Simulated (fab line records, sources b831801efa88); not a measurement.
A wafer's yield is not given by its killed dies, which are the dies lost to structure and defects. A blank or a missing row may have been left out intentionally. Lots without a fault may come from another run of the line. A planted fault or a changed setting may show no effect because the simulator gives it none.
Tool commonality check	flow sky130	Sampled: 12 lots, 36 wafers

THE REASON FOR OPENING IT
SKY_SONOS_ONO_THK_MEAS_05, reading SONOS_ONO_CVD_04_THK: flagged on 3 of 12 lots. No-fault wafers: 5.75 nm, standard deviation 0.11.
Rule: a lot gets a flag if all its wafers with a number sit over 4 standard deviations from that mean, or if no wafer of it has a number. As for the other lots, they are considered sound.

lot	measured	on	SONOS_ONO_CVD_04_THK (nm), wafer by wafer	flag
L495	day 12 09:31	film metro-02	5.68 5.62 5.60	
L497	day 13 03:50	film metro-02	6.52 6.51 6.42	FLAGGED
L498	day 13 21:22	film metro-03	6.37 6.26 6.37	FLAGGED
L499	day 13 21:25	film metro-03	6.34 6.28 6.34	FLAGGED
L507	day 16 20:07	film metro-02	5.68 5.68 5.67	
L509	day 17 05:33	film metro-03	5.67 5.55 5.62	
L510	day 17 09:31	film metro-02	5.80 5.73 5.74	
L511	day 17 12:43	film metro-02	5.80 5.76 5.88	
L512	day 18 04:14	film metro-03	5.59 5.76 5.60	
L514	day 18 14:38	film metro-03	5.78 5.72 5.80	
L513	day 18 14:38	film metro-04	5.59 5.64 5.67	
L515	day 18 22:34	film metro-03	5.77 5.62 5.66	
Average over the flagged lots: 6.38 nm; offset from the usual +0.63 nm, equal to +6 standard deviations.

WHICH TOOL EACH LOT WENT THROUGH
Before the reading, the record contains 2 process steps out of a 708-step route. Every cell lists first the tool, next ch and the chambers used by the sampled wafers, and last the start.
lot	flag	SKY_VT_ADJUST_PCH_STRIP_09	SKY_SONOS_ONO_CVD_04
L495		plasma asher-02 ch 0,1, day 11 04:46	lpcvd-03 ch 1, day 12 08:16
L497	FLAGGED	plasma asher-03 ch 0,1, day 11 21:04	lpcvd-03 ch 1, day 13 02:34
L498	FLAGGED	plasma asher-03 ch 0,1, day 12 11:38	lpcvd-03 ch 0, day 13 20:05
L499	FLAGGED	plasma asher-02 ch 0,1, day 12 13:14	lpcvd-03 ch 1, day 13 20:05
L507		plasma asher-04 ch 0, day 15 09:48	lpcvd-03 ch 0, day 16 18:52
L509		plasma asher-04 ch 0,1, day 15 16:39	lpcvd-03 ch 0, day 17 04:18
L510		plasma asher-04 ch 0,1, day 15 22:55	lpcvd-03 ch 0, day 17 08:14
L511		plasma asher-02 ch 0,1, day 16 02:02	lpcvd-03 ch 0, day 17 11:26
L512		plasma asher-03 ch 0,1, day 16 15:47	lpcvd-03 ch 0, day 18 02:58
L514		plasma asher-04 ch 0,1, day 17 01:58	lpcvd-03 ch 0, day 18 13:23
L513		plasma asher-03 ch 0,1, day 17 01:16	lpcvd-03 ch 1, day 18 13:23
L515		plasma asher-04 ch 0,1, day 17 08:05	lpcvd-03 ch 1, day 18 21:19
These steps, and what they do:
- SKY_VT_ADJUST_PCH_STRIP_09: strips in O2/N2.
- SKY_SONOS_ONO_CVD_04: deposits SiO2 from SiH4/N2O, target thk 5.7199 nm.
- SKY_SONOS_ONO_THK_MEAS_05

FLAGGED AGAINST TOTAL, ONE TOOL AT A TIME (gauges that did the reading follow at the end)
step	tool	lots run	flagged	share of the flagged lots	sound lots run after its first flagged lot
SKY_VT_ADJUST_PCH_STRIP_09	plasma asher-02	3	1	some	1 (L511)
SKY_VT_ADJUST_PCH_STRIP_09	plasma asher-03	4	2	some	2 (L512,L513)
SKY_VT_ADJUST_PCH_STRIP_09	plasma asher-04	5	0	none	-
SKY_SONOS_ONO_CVD_04	lpcvd-03	12	3	all	8 (L507,L509,L510,L511,L512,L513,L514,L515)
SKY_SONOS_ONO_THK_MEAS_05	film metro-02	5	1	some	3 (L507,L510,L511)
SKY_SONOS_ONO_THK_MEAS_05	film metro-03	6	2	some	4 (L509,L512,L514,L515)
SKY_SONOS_ONO_THK_MEAS_05	film metro-04	1	0	none	-

WHAT THE TABLE PERMITS
1 row of the table ran every flagged lot: lpcvd-03 at SKY_SONOS_ONO_CVD_04.
- lpcvd-03 at SKY_SONOS_ONO_CVD_04: 3 of its 12 lots flagged. After the first flagged lot (L507, L509, L510, L511, L512, L513, L514, L515), sound lots still ran on it; a lasting fault on the whole tool would not permit that. Its own readings lie more than 4 standard deviations out on every wafer of the flagged lots: pressure mtorr.
Every row of the table either missed a flagged lot or ran a sound lot after the first.

WHAT THE SIMULATOR HAD PUT IN
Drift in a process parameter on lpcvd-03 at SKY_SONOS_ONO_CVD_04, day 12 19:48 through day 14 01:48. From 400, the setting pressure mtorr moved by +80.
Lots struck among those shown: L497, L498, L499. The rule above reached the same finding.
